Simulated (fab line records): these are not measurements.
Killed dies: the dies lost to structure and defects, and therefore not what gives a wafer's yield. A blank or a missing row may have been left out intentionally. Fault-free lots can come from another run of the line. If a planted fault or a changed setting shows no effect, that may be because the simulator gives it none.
The tool behind it: which one? :: flow gf180mcu :: Sampling: 13 lots, 39 wafers, 4 of 602 route steps

WHAT THE GAUGES READ, wafer by wafer
GF_SALICIDE_RS_MEAS_04: a four-point-probe measurement. Usual: SALICIDE_TIN_RS typically reads 16.34 ohm/sq, with standard deviation 0.27.
lot: L314
measured: day 15 23:24
on: film-metro-04
SALICIDE_TIN_RS (ohm/sq): 16.82 16.67 16.56
flag: 

lot: L315
measured: day 16 11:13
on: film-metro-03
SALICIDE_TIN_RS (ohm/sq): 16.55 16.49 16.53
flag: 

lot: L316
measured: day 17 02:40
on: film-metro-03
SALICIDE_TIN_RS (ohm/sq): 16.69 16.27 16.24
flag: 

lot: L318
measured: day 17 19:09
on: film-metro-03
SALICIDE_TIN_RS (ohm/sq): 16.08 16.60 16.22
flag: 

lot: L319
measured: day 18 04:17
on: film-metro-03
SALICIDE_TIN_RS (ohm/sq): 16.22 16.18 16.54
flag: 

lot: L320
measured: day 18 08:46
on: film-metro-04
SALICIDE_TIN_RS (ohm/sq): 16.32 16.14 16.25
flag: 

lot: L322
measured: day 19 07:25
on: film-metro-01
SALICIDE_TIN_RS (ohm/sq): 16.49 16.48 16.46
flag: 

lot: L323
measured: day 19 12:08
on: film-metro-04
SALICIDE_TIN_RS (ohm/sq): 16.21 16.48 16.45
flag: 

lot: L324
measured: day 19 19:20
on: film-metro-04
SALICIDE_TIN_RS (ohm/sq): 16.44 15.94 16.47
flag: 

lot: L325
measured: day 20 03:54
on: film-metro-03
SALICIDE_TIN_RS (ohm/sq): 16.47 16.18 16.46
flag: 

lot: L331
measured: day 22 08:59
on: film-metro-04
SALICIDE_TIN_RS (ohm/sq): 16.21 16.24 16.55
flag: 

lot: L332
measured: day 22 16:02
on: film-metro-04
SALICIDE_TIN_RS (ohm/sq): 16.48 16.49 16.16
flag: 

lot: L334
measured: day 23 04:01
on: film-metro-01
SALICIDE_TIN_RS (ohm/sq): 16.13 16.02 16.02
flag: 

WHAT TOOL EACH LOT RAN ON (gives the tool, then ch and the chambers of the sampled wafers, and finally the start)
lot: L314
GF_PSD_STRIP_10: plasma-asher-01 ch 0,1, day 15 00:37
GF_SAB_WET_ETCH_12: wet-bench-04 ch 2, day 15 23:00
GF_SAB_STRIP_13: plasma-asher-04 ch 0,1, day 15 23:08

lot: L315
GF_PSD_STRIP_10: plasma-asher-01 ch 0,1, day 15 12:19
GF_SAB_WET_ETCH_12: wet-bench-04 ch 2, day 16 10:51
GF_SAB_STRIP_13: plasma-asher-01 ch 0,1, day 16 10:59

lot: L316
GF_PSD_STRIP_10: plasma-asher-01 ch 0,1, day 16 03:14
GF_SAB_WET_ETCH_12: wet-bench-01 ch 0, day 17 02:17
GF_SAB_STRIP_13: plasma-asher-02 ch 0,1, day 17 02:25

lot: L318
GF_PSD_STRIP_10: plasma-asher-01 ch 0,1, day 16 18:53
GF_SAB_WET_ETCH_12: wet-bench-04 ch 1, day 17 18:45
GF_SAB_STRIP_13: plasma-asher-01 ch 0,1, day 17 18:53

lot: L319
GF_PSD_STRIP_10: plasma-asher-04 ch 0,1, day 17 04:22
GF_SAB_WET_ETCH_12: wet-bench-02 ch 3, day 18 03:55
GF_SAB_STRIP_13: plasma-asher-01 ch 0, day 18 04:03

lot: L320
GF_PSD_STRIP_10: plasma-asher-03 ch 0,1, day 17 08:56
GF_SAB_WET_ETCH_12: wet-bench-02 ch 0, day 18 08:24
GF_SAB_STRIP_13: plasma-asher-04 ch 0,1, day 18 08:32

lot: L322
GF_PSD_STRIP_10: plasma-asher-03 ch 0,1, day 18 06:16
GF_SAB_WET_ETCH_12: wet-bench-01 ch 1, day 19 07:02
GF_SAB_STRIP_13: plasma-asher-01 ch 0,1, day 19 07:10

lot: L323
GF_PSD_STRIP_10: plasma-asher-03 ch 0,1, day 18 11:02
GF_SAB_WET_ETCH_12: wet-bench-02 ch 1, day 19 11:44
GF_SAB_STRIP_13: plasma-asher-04 ch 0,1, day 19 11:52

lot: L324
GF_PSD_STRIP_10: plasma-asher-01 ch 0,1, day 18 18:59
GF_SAB_WET_ETCH_12: wet-bench-01 ch 3, day 19 18:55
GF_SAB_STRIP_13: plasma-asher-04 ch 0,1, day 19 19:04

lot: L325
GF_PSD_STRIP_10: plasma-asher-03 ch 0, day 19 02:55
GF_SAB_WET_ETCH_12: wet-bench-01 ch 1, day 20 03:32
GF_SAB_STRIP_13: plasma-asher-02 ch 1, day 20 03:40

lot: L331
GF_PSD_STRIP_10: plasma-asher-01 ch 0,1, day 21 08:37
GF_SAB_WET_ETCH_12: wet-bench-02 ch 1, day 22 08:35
GF_SAB_STRIP_13: plasma-asher-04 ch 0,1, day 22 08:43

lot: L332
GF_PSD_STRIP_10: plasma-asher-04 ch 0,1, day 21 15:31
GF_SAB_WET_ETCH_12: wet-bench-04 ch 0, day 22 15:35
GF_SAB_STRIP_13: plasma-asher-01 ch 0,1, day 22 15:46

lot: L334
GF_PSD_STRIP_10: plasma-asher-01 ch 0,1, day 22 04:32
GF_SAB_WET_ETCH_12: wet-bench-04 ch 2, day 23 03:38
GF_SAB_STRIP_13: plasma-asher-04 ch 0,1, day 23 03:46
- GF_PSD_STRIP_10: strips in O2/N2.
- GF_SAB_WET_ETCH_12: etches SiO2 in dHF, target depth 22 nm, time 440 s.
- GF_SAB_STRIP_13: strips in O2/N2.

WHAT THE TOOLS THEMSELVES READ (means of the sampled wafers that have a number; where no wafer has one, the mark that the record gives instead)
GF_PSD_STRIP_10. Usual: drypump-motor-current-A 5.85 A, standard deviation 0.18; heater-power-w 335 W, standard deviation 18; oes-product-au 0.592 a.u., standard deviation 0.0041; strip-time-to-endpoint-s 16.51 s, standard deviation 0.04.
lot: L314
tool: plasma-asher-01
drypump-motor-current-A (A): 5.96
heater-power-w (W): 346
oes-product-au (a.u.): 0.592
strip-time-to-endpoint-s (s): 16.52
flag: 

lot: L315
tool: plasma-asher-01
drypump-motor-current-A (A): 5.92
heater-power-w (W): 350
oes-product-au (a.u.): 0.591
strip-time-to-endpoint-s (s): 16.50
flag: 

lot: L316
tool: plasma-asher-01
drypump-motor-current-A (A): 5.86
heater-power-w (W): 331
oes-product-au (a.u.): 0.594
strip-time-to-endpoint-s (s): 16.48
flag: 

lot: L318
tool: plasma-asher-01
drypump-motor-current-A (A): 5.95
heater-power-w (W): 345
oes-product-au (a.u.): 0.594
strip-time-to-endpoint-s (s): 16.51
flag: 

lot: L319
tool: plasma-asher-04
drypump-motor-current-A (A): 5.63
heater-power-w (W): 337
oes-product-au (a.u.): 0.587
strip-time-to-endpoint-s (s): 16.51
flag: 

lot: L320
tool: plasma-asher-03
drypump-motor-current-A (A): 5.94
heater-power-w (W): 327
oes-product-au (a.u.): 0.594
strip-time-to-endpoint-s (s): 16.48
flag: 

lot: L322
tool: plasma-asher-03
drypump-motor-current-A (A): 6.05
heater-power-w (W): 333
oes-product-au (a.u.): 0.590
strip-time-to-endpoint-s (s): 16.53
flag: 

lot: L323
tool: plasma-asher-03
drypump-motor-current-A (A): 5.94
heater-power-w (W): 329
oes-product-au (a.u.): 0.595
strip-time-to-endpoint-s (s): 16.48
flag: 

lot: L324
tool: plasma-asher-01
drypump-motor-current-A (A): 5.84
heater-power-w (W): 334
oes-product-au (a.u.): 0.591
strip-time-to-endpoint-s (s): 16.48
flag: 

lot: L325
tool: plasma-asher-03
drypump-motor-current-A (A): 5.81
heater-power-w (W): 322
oes-product-au (a.u.): 0.594
strip-time-to-endpoint-s (s): 16.55
flag: 

lot: L331
tool: plasma-asher-01
drypump-motor-current-A (A): 5.96
heater-power-w (W): 352
oes-product-au (a.u.): 0.588
strip-time-to-endpoint-s (s): 16.49
flag: 

lot: L332
tool: plasma-asher-04
drypump-motor-current-A (A): 5.66
heater-power-w (W): 322
oes-product-au (a.u.): 0.594
strip-time-to-endpoint-s (s): 16.51
flag: 

lot: L334
tool: plasma-asher-01
drypump-motor-current-A (A): 5.87
heater-power-w (W): 339
oes-product-au (a.u.): 0.592
strip-time-to-endpoint-s (s): 16.54
flag: 

GF_SAB_WET_ETCH_12. Usual: run-length-s at 469 s, with a standard deviation of 3.9.
lot: L314
tool: wet-bench-04
run-length-s (s): 474
flag: 

lot: L315
tool: wet-bench-04
run-length-s (s): 467
flag: 

lot: L316
tool: wet-bench-01
run-length-s (s): 467
flag: 

lot: L318
tool: wet-bench-04
run-length-s (s): 473
flag: 

lot: L319
tool: wet-bench-02
run-length-s (s): 465
flag: 

lot: L320
tool: wet-bench-02
run-length-s (s): 465
flag: 

lot: L322
tool: wet-bench-01
run-length-s (s): 468
flag: 

lot: L323
tool: wet-bench-02
run-length-s (s): 475
flag: 

lot: L324
tool: wet-bench-01
run-length-s (s): 474
flag: 

lot: L325
tool: wet-bench-01
run-length-s (s): 468
flag: 

lot: L331
tool: wet-bench-02
run-length-s (s): 70
flag: OFF

lot: L332
tool: wet-bench-04
run-length-s (s): 464
flag: 

lot: L334
tool: wet-bench-04
run-length-s (s): 466
flag: 

GF_SAB_STRIP_13. Usual: drypump-motor-current-A 5.78 A, standard deviation 0.17; heater-power-w 333 W, standard deviation 18; oes-product-au 0.709 a.u., standard deviation 0.0042; strip-time-to-endpoint-s 12.61 s, standard deviation 0.037.
lot: L314
tool: plasma-asher-04
drypump-motor-current-A (A): 5.67
heater-power-w (W): 324
oes-product-au (a.u.): 0.712
strip-time-to-endpoint-s (s): 12.60
flag: 

lot: L315
tool: plasma-asher-01
drypump-motor-current-A (A): 5.86
heater-power-w (W): 332
oes-product-au (a.u.): 0.711
strip-time-to-endpoint-s (s): 12.61
flag: 

lot: L316
tool: plasma-asher-02
drypump-motor-current-A (A): 5.93
heater-power-w (W): 325
oes-product-au (a.u.): 0.707
strip-time-to-endpoint-s (s): 12.57
flag: 

lot: L318
tool: plasma-asher-01
drypump-motor-current-A (A): 5.94
heater-power-w (W): 348
oes-product-au (a.u.): 0.707
strip-time-to-endpoint-s (s): 12.62
flag: 

lot: L319
tool: plasma-asher-01
drypump-motor-current-A (A): 5.82
heater-power-w (W): 322
oes-product-au (a.u.): 0.712
strip-time-to-endpoint-s (s): 12.63
flag: 

lot: L320
tool: plasma-asher-04
drypump-motor-current-A (A): 5.66
heater-power-w (W): 327
oes-product-au (a.u.): 0.710
strip-time-to-endpoint-s (s): 12.61
flag: 

lot: L322
tool: plasma-asher-01
drypump-motor-current-A (A): 5.88
heater-power-w (W): 329
oes-product-au (a.u.): 0.711
strip-time-to-endpoint-s (s): 12.58
flag: 

lot: L323
tool: plasma-asher-04
drypump-motor-current-A (A): 5.64
heater-power-w (W): 333
oes-product-au (a.u.): 0.709
strip-time-to-endpoint-s (s): 12.63
flag: 

lot: L324
tool: plasma-asher-04
drypump-motor-current-A (A): 5.64
heater-power-w (W): 328
oes-product-au (a.u.): 0.708
strip-time-to-endpoint-s (s): 12.61
flag: 

lot: L325
tool: plasma-asher-02
drypump-motor-current-A (A): 6.07
heater-power-w (W): 311
oes-product-au (a.u.): 0.712
strip-time-to-endpoint-s (s): 12.64
flag: 

lot: L331
tool: plasma-asher-04
drypump-motor-current-A (A): 5.69
heater-power-w (W): 322
oes-product-au (a.u.): 0.706
strip-time-to-endpoint-s (s): 12.57
flag: 

lot: L332
tool: plasma-asher-01
drypump-motor-current-A (A): 5.95
heater-power-w (W): 344
oes-product-au (a.u.): 0.707
strip-time-to-endpoint-s (s): 12.65
flag: 

lot: L334
tool: plasma-asher-04
drypump-motor-current-A (A): 5.63
heater-power-w (W): 328
oes-product-au (a.u.): 0.709
strip-time-to-endpoint-s (s): 12.60
flag: 

THE ANSWER, worked out from the rows above alone
Rule: take the mean of a lot's wafers that have a number; if it is more than 3 standard deviations from the usual mean, the lot is off. A lot without any number at a reading at which 4 lots or more have one is off too. Where the step has rows for the other lots, those lots are counted as sound. Order of review: gauges by route order, followed by the tools' own readings, for which a lot's mean as printed above is used. The first step at which some lot is off is used, and at that step the reading that is off furthest; a lot without a number counts as furthest.
Off at GF_SAB_WET_ETCH_12 (run-length-s): L331.
If a tool, at that step or one of the process steps before it, ran each lot that is off and ran no sound lot following the first of them, it fits. One candidate fits, namely wet-bench-02 at GF_SAB_WET_ETCH_12. A fault onset in the window from L323 (day 19 11:44, its last sound lot) to L331 (day 22 08:35, its first lot off) fits.
The tool's own readings at GF_SAB_WET_ETCH_12 bear it out: on the lots that are off they differ by more than 5 times the standard deviation of the sound lots' means. run-length-s reads 70 s there against 469 s on the sound lots.

WHAT THE SIMULATOR PUT IN
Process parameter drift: wet-bench-02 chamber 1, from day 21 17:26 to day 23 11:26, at GF_SAB_WET_ETCH_12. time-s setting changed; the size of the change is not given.
Shown lots that were struck: L331. The same result came from the rule above.
